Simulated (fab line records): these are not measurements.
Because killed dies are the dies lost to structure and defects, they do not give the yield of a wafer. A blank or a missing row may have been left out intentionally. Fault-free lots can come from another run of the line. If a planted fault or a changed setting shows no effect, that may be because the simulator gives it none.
fab line records ; flow sky130
record lots=13; wafers=39; last-day=50
route steps=708 shown VT_ADJUST_HVTP@96 GATE_OXIDE@197 VIA2@508 PASSIVATION@683 PAD_OPEN@708
lots that met no fault: from a run of the same line without faults
start-h: start of the lot's first displayed wafer, in hours after the record's first day ; wait-h: time in hours since the lot's previous step ; " repeats the value in the row above ; L1.1+2: a single row standing in for several wafers ; - value missing, or start not given ; * or withheld: withheld ; < > ~ a bound
route shown NAME@n: a module of which the file shows steps, and the number in the route of the first ; usual: mean/standard deviation taken from wafers without a fault ; same: alike in all rows ; chamber/n: place in a boat ; sites: per-site readings ; _std_site: standard deviation of those values ; _edge_site: inner sites' mean taken away from outer sites' mean ; radius-mm: how far each site lies from the wafer's centre ; mask NAME#n: copy n ; behind: the last tool/chamber to shape the wafer ; hold: why the lot was held/for how many hours/how that ended ; device: transistor that didn't switch, given as n, p or np ; end of line: the same wafers' tests at the end of the route ; a step given without rows: its recipe and nothing more ; killed: dies lost to structure and defects at the first sort, not the wafer's yield ; map: a wafer's dies, marking killed ones x, the rest . and places with no die _
set.NAME: the setting that was run; set.NAME@STEP: the one run at that earlier step ; model.NAME: the simulator's own value behind a step, which no gauge read
steps of the route over a sample of lots; a table a step, a row a wafer
services: when a tool's chamber went out of use (start-h, in hours from the record's first day, below 0 if earlier), for how many hours, and the reason
## steps
# step SKY_VT_ADJUST_HVTP_TW_MEAS_11
# usual VT_ADJUST_HVTP_TW=1361/8.9
lot.wafer;tool;chamber;start-h;wait-h;VT_ADJUST_HVTP_TW
L378.3;film-metro-01;-;132.67;0.1;1366
L378.4;film-metro-01;-;132.67;0.1;1363
L378.6;film-metro-01;-;132.67;0.1;1363
L379.2;film-metro-02;-;141.60;0.1;1367
L379.3;film-metro-02;-;141.60;0.1;1363
L379.5;film-metro-02;-;141.60;0.1;1368
L381.3;film-metro-02;-;149.33;0.1;1362
L381.4;film-metro-02;-;149.33;0.1;1362
L381.6;film-metro-02;-;149.33;0.1;1362
L382.2;film-metro-03;-;158.86;0.1;1344
L382.4;film-metro-03;-;158.86;0.1;1350
L382.6;film-metro-03;-;158.86;0.1;1339
L384.3;film-metro-03;-;170.22;0.1;1348
L384.4;film-metro-03;-;170.22;0.1;1340
L384.6;film-metro-03;-;170.22;0.1;1346
L385.2;film-metro-03;-;174.56;0.1;1346
L385.3;film-metro-03;-;174.56;0.1;1350
L385.5;film-metro-03;-;174.56;0.1;1349
L386.1;film-metro-02;-;185.29;0.1;1364
L386.2;film-metro-02;-;185.29;0.1;1364
L386.4;film-metro-02;-;185.29;0.1;1361
L388.3;film-metro-01;-;195.32;0.1;1357
L388.4;film-metro-01;-;195.32;0.1;1364
L388.6;film-metro-01;-;195.32;0.1;1363
L389.2;film-metro-03;-;203.26;0.1;1353
L389.3;film-metro-03;-;203.26;0.1;1353
L389.4;film-metro-03;-;203.26;0.1;1342
L392.1;film-metro-02;-;234.41;0.1;1367
L392.2;film-metro-02;-;234.41;0.1;1360
L392.4;film-metro-02;-;234.41;0.1;1365
L395.1;film-metro-03;-;252.61;0.1;1349
L395.4;film-metro-03;-;252.61;0.1;1353
L395.6;film-metro-03;-;252.61;0.1;1341
L396.1;film-metro-03;-;253.71;0.1;1347
L396.3;film-metro-03;-;253.71;0.1;1348
L396.5;film-metro-03;-;253.71;0.1;1351
L397.2;film-metro-01;-;260.56;0.1;1377
L397.4;film-metro-01;-;260.56;0.1;1368
L397.5;film-metro-01;-;260.56;0.1;1366
# step SKY_GATE_OXIDE_OVL_MEAS_10
# usual GATE_OXIDE_OVL=-0.6/1.2
lot.wafer;tool;chamber;start-h;wait-h;GATE_OXIDE_OVL[nm]
L379.2;overlay-01;-;358.84;0.1;-1.0
L379.3;overlay-01;-;358.84;0.1;-1.5
L379.5;overlay-01;-;358.84;0.1;0.5
L378.3;overlay-02;-;359.14;0.1;-0.4
L378.4;overlay-02;-;359.14;0.1;-0.4
L378.6;overlay-02;-;359.14;0.1;0.2
L382.2;overlay-01;-;363.85;0.1;-1.1
L382.4;overlay-01;-;363.85;0.1;-0.8
L382.6;overlay-01;-;363.85;0.1;0.1
L381.3;overlay-01;-;364.16;0.1;-0.3
L381.4;overlay-01;-;364.16;0.1;2.0
L381.6;overlay-01;-;364.16;0.1;-2.2
L384.3;overlay-02;-;371.14;0.1;-0.2
L384.4;overlay-02;-;371.14;0.1;0.8
L384.6;overlay-02;-;371.14;0.1;-2.0
L385.2;overlay-01;-;374.90;0.1;1.3
L385.3;overlay-01;-;374.90;0.1;0.6
L385.5;overlay-01;-;374.90;0.1;-2.7
L386.1;overlay-02;-;382.22;0.1;-4.1
L386.2;overlay-02;-;382.22;0.1;-1.2
L386.4;overlay-02;-;382.22;0.1;-1.3
L388.3;overlay-02;-;400.24;0.1;0.9
L388.4;overlay-02;-;400.24;0.1;-0.8
L388.6;overlay-02;-;400.24;0.1;0.4
L389.2;overlay-01;-;410.94;0.1;-0.8
L389.3;overlay-01;-;410.94;0.1;1.1
L389.4;overlay-01;-;410.94;0.1;-0.4
L392.1;overlay-02;-;450.87;0.1;-1.9
L392.2;overlay-02;-;450.87;0.1;-1.0
L392.4;overlay-02;-;450.87;0.1;-3.8
L396.1;overlay-02;-;478.59;0.1;-0.3
L396.3;overlay-02;-;478.59;0.1;-1.5
L396.5;overlay-02;-;478.59;0.1;1.4
L395.1;overlay-01;-;479.12;0.1;-0.7
L395.4;overlay-01;-;479.12;0.1;1.6
L395.6;overlay-01;-;479.12;0.1;-1.1
L397.2;overlay-02;-;481.93;0.1;-1.6
L397.4;overlay-02;-;481.93;0.1;-0.8
L397.5;overlay-02;-;481.93;0.1;-0.8
# step SKY_VIA2_THK_MEAS_01
# recipe reads=SiO2_of_VIA2_HDPCVD_00
# usual VIA2_HDPCVD_THK=1184/11
lot.wafer;tool;chamber;start-h;wait-h;VIA2_HDPCVD_THK[nm]
L379.2;film-metro-01;-;871.06;0.1;1176
L379.3;film-metro-01;-;871.06;0.1;1178
L379.5;film-metro-01;-;871.06;0.1;1183
L378.3;film-metro-02;-;871.84;0.1;1183
L378.4;film-metro-02;-;871.84;0.1;1181
L378.6;film-metro-02;-;871.84;0.1;1187
L382.2;film-metro-04;-;874.02;0.1;1181
L382.4;film-metro-04;-;874.02;0.1;1185
L382.6;film-metro-04;-;874.02;0.1;1190
L381.3;film-metro-01;-;877.28;0.1;1192
L381.4;film-metro-01;-;877.28;0.1;1196
L381.6;film-metro-01;-;877.28;0.1;1204
L385.2;film-metro-04;-;888.06;0.1;1178
L385.3;film-metro-04;-;888.06;0.1;1181
L385.5;film-metro-04;-;888.06;0.1;1181
L384.3;film-metro-04;-;890.44;0.1;1179
L384.4;film-metro-04;-;890.44;0.1;1170
L384.6;film-metro-04;-;890.44;0.1;1168
L386.1;film-metro-04;-;892.34;0.1;1183
L386.2;film-metro-04;-;892.34;0.1;1182
L386.4;film-metro-04;-;892.34;0.1;1168
L388.3;film-metro-02;-;908.32;0.1;1187
L388.4;film-metro-02;-;908.32;0.1;1188
L388.6;film-metro-02;-;908.32;0.1;1180
L389.2;film-metro-04;-;911.91;0.1;1165
L389.3;film-metro-04;-;911.91;0.1;1184
L389.4;film-metro-04;-;911.91;0.1;1161
L392.1;film-metro-02;-;947.00;0.1;1184
L392.2;film-metro-02;-;947.00;0.1;1168
L392.4;film-metro-02;-;947.00;0.1;1180
L396.1;film-metro-01;-;967.60;0.1;1196
L396.3;film-metro-01;-;967.60;0.1;1189
L396.5;film-metro-01;-;967.60;0.1;1200
L395.1;film-metro-04;-;969.37;0.1;1175
L395.4;film-metro-04;-;969.37;0.1;1192
L395.6;film-metro-04;-;969.37;0.1;1157
L397.2;film-metro-01;-;970.76;0.1;1199
L397.4;film-metro-01;-;970.76;0.1;1193
L397.5;film-metro-01;-;970.76;0.1;1199
# step SKY_PASSIVATION_CVD_02
# recipe material=Si3N4; target-thk-nm=540; temp-c=400; time-s=withheld; rf-w=450
# usual heater-power-w=682/110; rf-fwd-power-W=449.2/1.4
lot.wafer;tool;chamber;start-h;wait-h;heater-power-w;rf-fwd-power-W
L379.2;pecvd-02;1;1071.68;0.0;582;449.8
L379.3;pecvd-02;2;1071.68;0.0;730;448.7
L379.5;pecvd-02;0;1071.68;0.0;573;447.6
L378.3;pecvd-01;0;1073.43;0.0;773;449.8
L378.4;pecvd-01;2;1073.43;0.0;738;448.6
L378.6;pecvd-01;0;1073.43;0.0;777;450.3
L382.2;pecvd-02;2;1074.79;0.0;801;449.7
L382.4;pecvd-02;1;1074.79;0.0;624;448.6
L382.6;pecvd-02;2;1074.79;0.0;627;449.1
L381.3;pecvd-02;0;1078.03;0.0;574;450.0
L381.4;pecvd-02;2;1078.03;0.0;708;445.8
L381.6;pecvd-02;1;1078.03;0.0;624;449.8
L385.2;pecvd-04;1;1085.44;0.0;593;453.4
L385.3;pecvd-04;0;1085.44;0.0;603;447.1
L385.5;pecvd-04;0;1085.44;0.0;616;448.1
L384.3;pecvd-01;0;1086.04;0.0;751;449.1
L384.4;pecvd-01;2;1086.04;0.0;887;445.7
L384.6;pecvd-01;0;1086.04;0.0;614;448.9
L386.1;pecvd-02;0;1087.29;0.1;585;449.1
L386.2;pecvd-02;2;1087.29;0.1;693;448.9
L386.4;pecvd-02;0;1087.29;0.1;467;449.5
L388.3;pecvd-02;0;1101.73;0.0;569;449.7
L388.4;pecvd-02;1;1101.73;0.0;542;447.8
L388.6;pecvd-02;2;1101.73;0.0;719;451.8
L389.2;pecvd-04;2;1105.28;0.0;612;447.0
L389.3;pecvd-04;0;1105.28;0.0;540;448.7
L389.4;pecvd-04;0;1105.28;0.0;573;449.9
L392.1;pecvd-02;1;1133.28;0.1;642;449.7
L392.2;pecvd-02;0;1133.28;0.1;508;451.0
L392.4;pecvd-02;2;1133.28;0.1;764;450.3
L396.1;pecvd-04;0;1148.36;0.1;-;-
L396.3;pecvd-04;2;1148.36;0.1;-;-
L396.5;pecvd-04;1;1148.36;0.1;-;-
L395.1;pecvd-02;1;1150.38;0.1;-;-
L395.4;pecvd-02;1;1150.38;0.1;-;-
L395.6;pecvd-02;0;1150.38;0.1;-;-
L397.2;pecvd-01;1;1150.47;0.0;-;-
L397.4;pecvd-01;2;1150.47;0.0;-;-
L397.5;pecvd-01;0;1150.47;0.0;-;-
# step SKY_PAD_OPEN_PROBE_99
# usual defect-limited-yield=82.6/1.8; killed_at_M0_to_M3=43/7; killed_at_M4_up=3.4/1.9; killed-at-contacts=24/5.4; killed-at-front-end=15/4.4; killed-at-other=0.4/0.63; killed-dies=86/9.1; killed-open=46/6.6; killed-short=39/6.6; sort_bin_3_pad_short=0.9/0.46; sort_bin_5_function=10.3/1.4; sort_bin_6_memory=6.2/1.1; sort-n-pass=406/9.1; sort-yield-pct=82.6/1.8
# same gross-dies=492; killed-at-back-side=0; sort_bin_4_leakage[%]=0; sort_bin_8_speed[%]=0
lot.wafer;tool;chamber;start-h;wait-h;defect-limited-yield[%];killed_at_M0_to_M3;killed_at_M4_up;killed-at-contacts;killed-at-front-end;killed-at-other;killed-dies;killed-open;killed-short;sort_bin_3_pad_short[%];sort_bin_5_function[%];sort_bin_6_memory[%];sort-n-pass;sort-yield-pct[%]
L379.2;prober-01;-;1114.91;0.1;83.3;44;2;18;18;0;82;48;32;0.6;9.8;6.3;410;83.3
L379.3;prober-01;-;1114.96;0.2;82.7;39;4;21;21;0;85;54;31;0.2;11.8;5.3;407;82.7
L379.5;prober-01;-;1115.06;0.2;81.1;48;3;16;26;0;93;52;36;0.6;10.6;7.7;399;81.1
L378.3;prober-02;-;1117.29;0.2;79.7;51;2;31;16;0;100;53;45;1.4;12.0;6.9;392;79.7
L378.4;prober-02;-;1117.34;0.2;84.6;33;1;28;12;2;76;41;35;2.0;9.1;4.3;416;84.6
L378.6;prober-02;-;1117.44;0.2;79.7;47;2;29;22;0;100;60;40;0.8;13.0;6.5;392;79.7
L382.2;prober-02;-;1118.74;0.1;80.9;38;6;31;18;1;94;58;36;1.4;11.4;6.3;398;80.9
L382.4;prober-02;-;1118.84;0.2;82.7;31;2;35;17;0;85;41;44;0.2;12.0;5.1;407;82.7
L382.6;prober-02;-;1118.94;0.2;82.5;39;3;22;22;0;86;48;38;1.0;10.6;5.9;406;82.5
L381.3;prober-02;-;1121.24;0.2;84.8;35;7;19;14;0;75;40;35;1.2;8.9;5.1;417;84.8
L381.4;prober-02;-;1121.29;0.2;84.3;40;4;18;15;0;77;44;33;1.2;9.3;5.1;415;84.3
L381.6;prober-02;-;1121.39;0.2;82.1;49;6;26;6;1;88;44;44;0.8;10.6;6.5;404;82.1
L385.2;prober-01;-;1129.13;0.1;81.1;37;4;27;25;0;93;47;44;1.2;12.0;5.7;399;81.1
L385.3;prober-01;-;1129.18;0.2;82.3;34;3;25;23;2;87;48;35;1.0;10.0;6.7;405;82.3
L385.5;prober-01;-;1129.28;0.2;84.8;35;4;20;16;0;75;46;28;0.8;9.1;5.3;417;84.8
L384.3;prober-02;-;1129.52;0.2;82.3;43;5;24;14;1;87;55;32;0.4;9.8;7.5;405;82.3
L384.4;prober-02;-;1129.57;0.2;81.7;47;5;22;16;0;90;48;42;1.0;9.8;7.5;402;81.7
L384.6;prober-02;-;1129.67;0.2;83.9;39;5;20;15;0;79;40;38;0.8;10.0;5.3;413;83.9
L386.1;prober-01;-;1130.77;0.1;86.0;38;2;18;11;0;69;39;30;0.4;9.3;4.3;423;86.0
L386.2;prober-01;-;1130.82;0.1;83.7;44;1;22;13;0;80;39;41;0.6;9.1;6.5;412;83.7
L386.4;prober-01;-;1130.92;0.2;83.9;52;0;17;10;0;79;45;34;1.2;9.3;5.5;413;83.9
L388.3;prober-01;-;1143.12;0.2;82.3;50;6;14;16;1;87;44;43;0.4;12.2;5.1;405;82.3
L388.4;prober-01;-;1143.17;0.2;83.7;42;1;23;14;0;80;51;29;0.2;11.2;4.9;412;83.7
L388.6;prober-01;-;1143.27;0.2;82.1;42;3;24;18;1;88;50;38;1.2;10.6;6.1;404;82.1
L389.2;prober-02;-;1147.09;0.1;84.3;34;3;20;20;0;77;46;31;0.8;9.3;5.5;415;84.3
L389.3;prober-02;-;1147.14;0.2;82.1;41;7;21;18;1;88;48;40;1.2;10.0;6.7;404;82.1
L389.4;prober-02;-;1147.19;0.2;82.7;29;4;25;26;1;85;45;40;1.4;10.6;5.3;407;82.7
L392.1;prober-01;-;1171.39;0.1;83.7;50;3;12;15;0;80;43;37;0.8;10.2;5.3;412;83.7
L392.2;prober-01;-;1171.44;0.1;82.5;53;5;21;7;0;86;46;39;0.4;10.2;6.9;406;82.5
L392.4;prober-01;-;1171.54;0.2;80.5;57;4;24;11;0;96;45;50;1.2;11.8;6.5;396;80.5
L396.1;prober-02;-;1185.01;0.1;84.6;39;6;19;12;0;76;51;25;0.6;10.8;4.1;416;84.6
L396.3;prober-02;-;1185.11;0.2;80.3;37;6;29;25;0;97;52;45;1.0;12.2;6.5;395;80.3
L396.5;prober-02;-;1185.21;0.2;84.8;49;0;17;9;0;75;44;31;0.4;10.6;4.3;417;84.8
L395.1;prober-01;-;1187.24;0.1;82.7;40;3;21;21;0;85;42;43;1.2;10.4;5.7;407;82.7
L395.4;prober-01;-;1187.39;0.2;84.3;41;2;23;11;0;77;41;36;0.4;10.8;4.5;415;84.3
L395.6;prober-01;-;1187.49;0.2;82.5;38;6;29;13;0;86;46;39;0.8;10.6;6.1;406;82.5
L397.2;prober-02;-;1188.30;0.1;82.9;39;6;22;17;0;84;46;38;0.6;12.0;4.5;408;82.9
L397.4;prober-02;-;1188.40;0.2;83.1;37;3;30;13;0;83;50;33;1.0;8.9;6.9;409;83.1
L397.5;prober-02;-;1188.45;0.2;84.8;35;3;25;12;0;75;37;38;1.2;8.5;5.5;417;84.8
# killed by level:class
L379.2 VIA1:geometric-particle:open=12 VIA1:geometric-particle:short=9 CONTACT:geometric-particle:open=8 VIA2:geometric-particle:open=8 SPACER:geometric-particle:open=5 LI_CONTACT:geometric-particle:open=5 VIA2:geometric-particle:short=4 VIA3:geometric-particle:open=4
L379.3 VIA1:geometric-particle:open=13 CONTACT:geometric-particle:open=9 LI_CONTACT:geometric-particle:open=8 FIELD_ISO:geometric-particle:open=6 POLY_GATE:geometric-particle:short=6 VIA1:geometric-particle:short=6 VIA3:geometric-particle:open=5 VIA2:geometric-particle:open=5
L379.5 VIA1:geometric-particle:open=18 CONTACT:geometric-particle:open=8 FIELD_ISO:geometric-particle:short=7 FIELD_ISO:geometric-particle:open=5 VIA2:geometric-particle:open=5 VIA3:geometric-particle:open=5 METAL2:geometric-particle:short=4 POLY_GATE:geometric-particle:short=4
L378.3 CONTACT:geometric-particle:open=15 METAL2:geometric-particle:short=9 VIA3:geometric-particle:open=9 CONTACT:geometric-particle:short=6 VIA1:geometric-particle:open=6 VIA2:geometric-particle:open=6 FIELD_ISO:geometric-particle:short=5 VIA1:geometric-particle:short=5
L378.4 CONTACT:geometric-particle:open=9 VIA1:geometric-particle:open=9 CONTACT:geometric-particle:short=7 LI_CONTACT:geometric-particle:open=6 METAL1:geometric-particle:short=6 POLY_GATE:geometric-particle:short=4 LOCAL_INTERCONNECT:geometric-particle:short=4 VIA3:geometric-particle:open=4
L378.6 POLY_GATE:geometric-particle:open=12 VIA1:geometric-particle:open=11 CONTACT:geometric-particle:open=10 VIA2:geometric-particle:open=7 LI_CONTACT:geometric-particle:open=6 CONTACT:geometric-particle:short=5 METAL1:geometric-particle:short=5 METAL2:geometric-particle:short=5
L382.2 CONTACT:geometric-particle:open=12 LI_CONTACT:geometric-particle:open=9 VIA2:geometric-particle:open=8 CONTACT:geometric-particle:short=8 POLY_GATE:geometric-particle:open=7 VIA1:geometric-particle:open=7 FIELD_ISO:geometric-particle:short=5 VIA2:geometric-particle:short=4
L382.4 CONTACT:geometric-particle:open=15 CONTACT:geometric-particle:short=9 VIA1:geometric-particle:open=8 FIELD_ISO:geometric-particle:short=6 VIA2:geometric-particle:open=5 LI_CONTACT:geometric-particle:short=4 LOCAL_INTERCONNECT:geometric-particle:short=4 FIELD_ISO:geometric-particle:open=3
L382.6 CONTACT:geometric-particle:open=10 VIA1:geometric-particle:open=7 VIA3:geometric-particle:open=6 POLY_GATE:geometric-particle:short=5 POLY_GATE:geometric-particle:open=5 VIA2:geometric-particle:open=5 METAL3:geometric-particle:short=5 VIA3:geometric-particle:short=5
L381.3 VIA3:geometric-particle:open=9 LI_CONTACT:geometric-particle:open=5 METAL2:geometric-particle:short=5 METAL4:geometric-particle:short=5 VIA1:geometric-particle:open=5 VIA1:geometric-particle:short=5 POLY_GATE:geometric-particle:open=4 CONTACT:geometric-particle:open=4
L381.4 VIA3:geometric-particle:open=8 FIELD_ISO:geometric-particle:open=7 CONTACT:geometric-particle:open=7 VIA1:geometric-particle:open=7 METAL2:geometric-particle:short=5 LOCAL_INTERCONNECT:geometric-particle:short=4 LI_CONTACT:geometric-particle:open=4 METAL1:geometric-particle:short=4
L381.6 VIA1:geometric-particle:open=11 VIA3:geometric-particle:open=9 LI_CONTACT:geometric-particle:open=8 LOCAL_INTERCONNECT:geometric-particle:short=7 VIA3:geometric-particle:short=6 CONTACT:geometric-particle:open=5 METAL1:geometric-particle:short=5 METAL4:geometric-particle:short=5
L385.2 CONTACT:geometric-particle:open=11 FIELD_ISO:geometric-particle:short=8 LI_CONTACT:geometric-particle:open=6 VIA1:geometric-particle:open=6 VIA3:geometric-particle:open=6 POLY_GATE:geometric-particle:short=5 CONTACT:geometric-particle:short=5 POLY_GATE:geometric-particle:open=4
L385.3 CONTACT:geometric-particle:open=11 POLY_GATE:geometric-particle:open=8 VIA1:geometric-particle:open=7 VIA3:geometric-particle:open=6 METAL2:geometric-particle:short=5 VIA2:geometric-particle:open=5 LI_CONTACT:geometric-particle:short=4 VIA2:geometric-particle:short=4
L385.5 VIA3:geometric-particle:open=9 CONTACT:geometric-particle:open=8 VIA1:geometric-particle:open=8 FIELD_ISO:geometric-particle:short=7 LI_CONTACT:geometric-particle:open=6 VIA1:geometric-particle:short=6 FIELD_ISO:geometric-particle:open=5 METAL2:geometric-particle:short=3
L384.3 CONTACT:geometric-particle:open=14 VIA1:geometric-particle:open=13 FIELD_ISO:geometric-particle:open=7 VIA2:geometric-particle:open=7 VIA3:geometric-particle:short=5 VIA3:geometric-particle:open=5 LOCAL_INTERCONNECT:geometric-particle:short=4 METAL2:geometric-particle:short=4
L384.4 VIA3:geometric-particle:open=9 CONTACT:geometric-particle:open=7 LI_CONTACT:geometric-particle:open=6 METAL2:geometric-particle:short=6 VIA1:geometric-particle:open=6 POLY_GATE:geometric-particle:open=5 CONTACT:geometric-particle:short=5 METAL1:geometric-particle:short=5
L384.6 LI_CONTACT:geometric-particle:open=12 VIA1:geometric-particle:open=9 FIELD_ISO:geometric-particle:short=7 METAL1:geometric-particle:short=7 METAL2:geometric-particle:short=5 VIA2:geometric-particle:open=5 VIA3:geometric-particle:open=4 VIA3:geometric-particle:short=4
L386.1 VIA1:geometric-particle:open=17 LI_CONTACT:geometric-particle:open=6 METAL3:geometric-particle:short=6 LOCAL_INTERCONNECT:geometric-particle:short=4 CONTACT:geometric-particle:open=4 VIA2:geometric-particle:short=4 POLY_GATE:geometric-particle:short=3 VIA2:geometric-particle:open=3
L386.2 VIA2:geometric-particle:open=11 CONTACT:geometric-particle:short=9 VIA1:geometric-particle:open=8 CONTACT:geometric-particle:open=7 VIA1:geometric-particle:short=6 VIA3:geometric-particle:open=6 FIELD_ISO:geometric-particle:short=4 METAL1:geometric-particle:short=4
L386.4 VIA1:geometric-particle:open=9 VIA2:geometric-particle:open=8 METAL1:geometric-particle:short=8 CONTACT:geometric-particle:open=6 METAL3:geometric-particle:short=5 LI_CONTACT:geometric-particle:open=5 VIA3:geometric-particle:open=5 VIA2:geometric-particle:short=5
L388.3 VIA2:geometric-particle:open=9 METAL1:geometric-particle:short=7 VIA3:geometric-particle:open=6 CONTACT:geometric-particle:open=5 VIA1:geometric-particle:open=5 FIELD_ISO:geometric-particle:open=4 POLY_GATE:geometric-particle:open=4 METAL2:geometric-particle:short=4
L388.4 LI_CONTACT:geometric-particle:open=13 VIA1:geometric-particle:open=11 METAL1:geometric-particle:short=6 VIA2:geometric-particle:open=6 VIA1:geometric-particle:short=5 VIA3:geometric-particle:open=5 POLY_GATE:geometric-particle:open=4 CONTACT:geometric-particle:open=4
L388.6 VIA1:geometric-particle:open=11 CONTACT:geometric-particle:open=10 VIA2:geometric-particle:open=8 POLY_GATE:geometric-particle:short=7 LI_CONTACT:geometric-particle:open=6 METAL1:geometric-particle:short=6 METAL2:geometric-particle:short=5 FIELD_ISO:geometric-particle:open=4
L389.2 VIA1:geometric-particle:open=11 CONTACT:geometric-particle:open=9 FIELD_ISO:geometric-particle:open=6 POLY_GATE:geometric-particle:open=6 VIA2:geometric-particle:open=5 LOCAL_INTERCONNECT:geometric-particle:short=4 CONTACT:geometric-particle:short=4 VIA2:geometric-particle:short=4
L389.3 VIA1:geometric-particle:open=9 FIELD_ISO:geometric-particle:open=7 LI_CONTACT:geometric-particle:open=7 METAL4:geometric-particle:short=7 CONTACT:geometric-particle:open=7 METAL1:geometric-particle:short=7 VIA3:geometric-particle:open=7 VIA2:geometric-particle:open=6
L389.4 FIELD_ISO:geometric-particle:open=10 CONTACT:geometric-particle:open=10 FIELD_ISO:geometric-particle:short=9 VIA1:geometric-particle:open=9 LI_CONTACT:geometric-particle:open=6 CONTACT:geometric-particle:short=5 METAL3:geometric-particle:short=4 POLY_GATE:geometric-particle:short=3
L392.1 VIA3:geometric-particle:open=9 VIA1:geometric-particle:open=8 METAL2:geometric-particle:short=7 VIA2:geometric-particle:open=5 POLY_GATE:geometric-particle:short=4 METAL1:geometric-particle:short=4 VIA3:geometric-particle:short=4 FIELD_ISO:geometric-particle:short=3
L392.2 VIA3:geometric-particle:open=12 CONTACT:geometric-particle:open=11 VIA1:geometric-particle:open=9 METAL2:geometric-particle:short=9 VIA2:geometric-particle:open=5 METAL1:geometric-particle:short=4 VIA1:geometric-particle:short=4 VIA2:geometric-particle:short=4
L392.4 VIA1:geometric-particle:open=10 VIA3:geometric-particle:open=10 METAL2:geometric-particle:short=9 CONTACT:geometric-particle:short=8 CONTACT:geometric-particle:open=6 VIA2:geometric-particle:open=5 METAL1:geometric-particle:short=5 VIA3:geometric-particle:short=5
L396.1 VIA1:geometric-particle:open=12 CONTACT:geometric-particle:open=9 VIA3:geometric-particle:open=8 LI_CONTACT:geometric-particle:open=5 POLY_GATE:geometric-particle:open=4 METAL4:geometric-particle:short=4 VIA1:geometric-particle:short=4 METAL2:geometric-particle:short=4
L396.3 CONTACT:geometric-particle:open=12 FIELD_ISO:geometric-particle:open=8 VIA2:geometric-particle:open=7 VIA1:geometric-particle:open=6 LOCAL_INTERCONNECT:geometric-particle:short=6 VIA3:geometric-particle:open=6 FIELD_ISO:geometric-particle:short=5 LI_CONTACT:geometric-particle:open=5
L396.5 VIA2:geometric-particle:open=10 VIA3:geometric-particle:open=9 CONTACT:geometric-particle:open=9 VIA1:geometric-particle:open=6 VIA1:geometric-particle:short=5 LOCAL_INTERCONNECT:geometric-particle:short=4 VIA2:geometric-particle:short=4 VIA3:geometric-particle:short=3
L395.1 VIA1:geometric-particle:open=12 POLY_GATE:geometric-particle:short=9 LI_CONTACT:geometric-particle:open=6 CONTACT:geometric-particle:open=6 METAL1:geometric-particle:short=6 VIA2:geometric-particle:open=6 METAL3:geometric-particle:short=5 FIELD_ISO:geometric-particle:open=4
L395.4 VIA1:geometric-particle:open=8 CONTACT:geometric-particle:open=7 VIA2:geometric-particle:open=7 VIA3:geometric-particle:open=6 LI_CONTACT:geometric-particle:short=5 LI_CONTACT:geometric-particle:open=5 VIA1:geometric-particle:short=5 METAL2:geometric-particle:short=4
L395.6 CONTACT:geometric-particle:open=10 LOCAL_INTERCONNECT:geometric-particle:short=9 VIA1:geometric-particle:open=8 VIA3:geometric-particle:open=6 METAL1:geometric-particle:short=6 VIA2:geometric-particle:open=5 METAL4:geometric-particle:short=5 LI_CONTACT:geometric-particle:open=4
L397.2 CONTACT:geometric-particle:open=10 VIA1:geometric-particle:open=9 FIELD_ISO:geometric-particle:short=7 VIA2:geometric-particle:open=7 FIELD_ISO:geometric-particle:open=4 LI_CONTACT:geometric-particle:open=4 CONTACT:geometric-particle:short=4 METAL2:geometric-particle:short=4
L397.4 CONTACT:geometric-particle:open=16 VIA3:geometric-particle:open=10 METAL1:geometric-particle:short=6 CONTACT:geometric-particle:short=5 METAL2:geometric-particle:short=5 VIA2:geometric-particle:open=5 POLY_GATE:geometric-particle:open=4 LI_CONTACT:geometric-particle:open=4
L397.5 VIA1:geometric-particle:open=8 CONTACT:geometric-particle:open=7 LI_CONTACT:geometric-particle:open=6 LOCAL_INTERCONNECT:geometric-particle:short=6 VIA1:geometric-particle:short=5 METAL3:geometric-particle:short=4 VIA2:geometric-particle:open=4 FIELD_ISO:geometric-particle:short=3
## services
tool;chamber;start-h;hours;kind
pecvd-01;0;1055.58;2.1;scheduled-down
pecvd-02;-;1096.44;0.5;repair
pecvd-02;2;1116.06;5.0;scheduled-down
## key
first-sign step=SKY_PASSIVATION_CVD_02; reading=tool-record; direction=missing
effect none on later readings
met-at SKY_PASSIVATION_CVD_02
struck-lots L395,L396,L397
not-acting-at SKY_VT_ADJUST_HVTP_TW_MEAS_11,SKY_GATE_OXIDE_OVL_MEAS_10,SKY_VIA2_THK_MEAS_01
onset-between 1133.28 1148.36
fault kind=skipped-step-whole; tool=pecvd-01,pecvd-02,pecvd-04; chamber=-; onset-h=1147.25; steps=SKY_PASSIVATION_CVD_02; scope=struck-lots-only
